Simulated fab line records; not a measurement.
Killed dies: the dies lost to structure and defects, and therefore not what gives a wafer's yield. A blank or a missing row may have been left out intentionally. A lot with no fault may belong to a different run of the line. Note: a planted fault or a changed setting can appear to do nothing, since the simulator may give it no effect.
Struck lot and sound lot, side by side	flow gf180mcu	20 out of 602 route steps
Sound: wafers L921.3, L921.5, L921.6. The struck wafers were L926.1, L926.5, L926.6. The cause comes at the end.
Per side, at each step with rows, come the tool, then ch with its chambers, and then its first start. Under that, the readings that differ: sound wafers	struck wafers	difference of the means	sigmas: that difference in standard deviations of wafers without a fault.
alike: readings with means less than 2 such deviations apart, plus words and numbers identical on both sides. not compared: withheld readings, readings lacking a value on some wafer, bounds such as >300 that could conceal the same value, and numbers that have no deviation in the record and whose values overlap.
Wherever a step has rows on one side only, a row that says differs or no value, or a row with sigmas, the two part there. Non-overlapping numbers with no deviation appear without sigmas and do not part them. A reading missing from all wafers of one side parts the sides only when that side holds two or more wafers.

first, 6 steps without rows for these wafers: GF_M3_HMDS_08 (prime time 60 s); GF_M3_COAT_09 (resist thk 1000 nm); GF_M3_SOFTBAKE_10 (time 60 s); GF_M3_EXPOSE_11 (exposes mask Metal3, target cd 280 nm); GF_M3_PEB_12 (peb time 90 s); GF_M3_DEVELOP_13 (develop time 60 s).
GF_M3_CD_MEAS_14: the cd target is 280 nm.
  sound: cdSem-02 at day 24 06:22; struck: cdSem-01 at day 25 14:50
  alike: cdNm
GF_M3_OVL_MEAS_15:
  sound: overlay-02 at day 24 06:28; struck: overlay-01 at day 25 14:57
  alike: M3_OVL
GF_M3_METAL_ETCH_16: etches the open film in Cl2/BCl3, stops on SiO2, target depth 750.8 nm, time 125.1 s.
  sound on rieMetal-01 ch 0,1, day 24 06:32; struck on rieMetal-03 ch 0,1, day 25 14:59
reading	sound	struck	difference	sigmas
drypumpMotorCurrentA (A)	6.56 6.56 6.11	5.85 5.86 5.74	-0.59	-2
  alike: oesProductAu, throttleValvePct
  not compared: rfHoursCounterH
GF_M3_STRIP_17: strips in O2/N2.
  sound on plasmaAsher-01 ch 0,1, day 24 06:39; struck on plasmaAsher-01 ch 0,1, day 25 15:07
  alike: drypumpMotorCurrentA, heaterPowerW, oesProductAu, stripTimeToEndpointS
  not compared: rfHoursCounterH
then, 2 steps without rows for these wafers: GF_M3_STRIP_18 (strips in post etch residue remover, time 1200 s); GF_M3_CLEAN_19 (cleans in DIW).
GF_V3_CVD_00: deposits SiO2, target thk 600 nm, time 100 s.
  sound on hdpcvd-01 ch 1,2, day 24 07:13; struck on hdpcvd-02 ch 1,2, day 25 18:49
GF_V3_THK_MEAS_01:
  sound: filmMetro-04 at day 24 07:19; struck: filmMetro-04 at day 25 18:53
reading	sound	struck	difference	sigmas
V3_CVD_00_THK (nm)	613 617 613	1223 1214 1219	+604	+80
GF_V3_CVD_02: deposits SiO2 from TEOS, target thk 850 nm, time 94.851 s.
  sound on pecvd-02 ch 0,1, day 24 07:22; struck on pecvd-03 ch 1,2, day 25 18:57
  alike: heaterPowerOuterW, heaterPowerW
GF_V3_THK_MEAS_03:
  sound: filmMetro-03 at day 24 07:27; struck: filmMetro-03 at day 25 19:04
  alike: V3_CVD_02_THK
GF_V3_CMP_04: polishes SiO2.
  sound on cmp-02 ch 1,2,3, day 24 07:35; struck on cmp-02 ch 0,2,3, day 25 19:14
  alike: headPressurePsi, motorCurrentA, slurryFilterDpKPa, timeToEndpointS
GF_V3_BOW_MEAS_05:
  sound: filmMetro-03 at day 24 07:50; struck: filmMetro-03 at day 25 19:26
reading	sound	struck	difference	sigmas
V3_BOW (um)	125 120 116	144 143 140	+22	+2
then, 1 step without rows for these wafers: GF_V3_DEHYDRATE_06 (time 60 s).
-- the record jumps here: 7 days lie between the struck wafers' starts before and after (it left off in module V3 and takes up again in module PASSIVATION, whose first step shown is number 602 of the route) --
GF_PASSIVATION_PROBE_99:
  record: rows for the struck wafers here (prober-01, day 32 14:28), none for the sound ones

== WHERE THEY PART ==
Last at GF_PASSIVATION_PROBE_99 as far as this record goes, first at GF_M3_METAL_ETCH_16.

WHY: what the simulator had put in
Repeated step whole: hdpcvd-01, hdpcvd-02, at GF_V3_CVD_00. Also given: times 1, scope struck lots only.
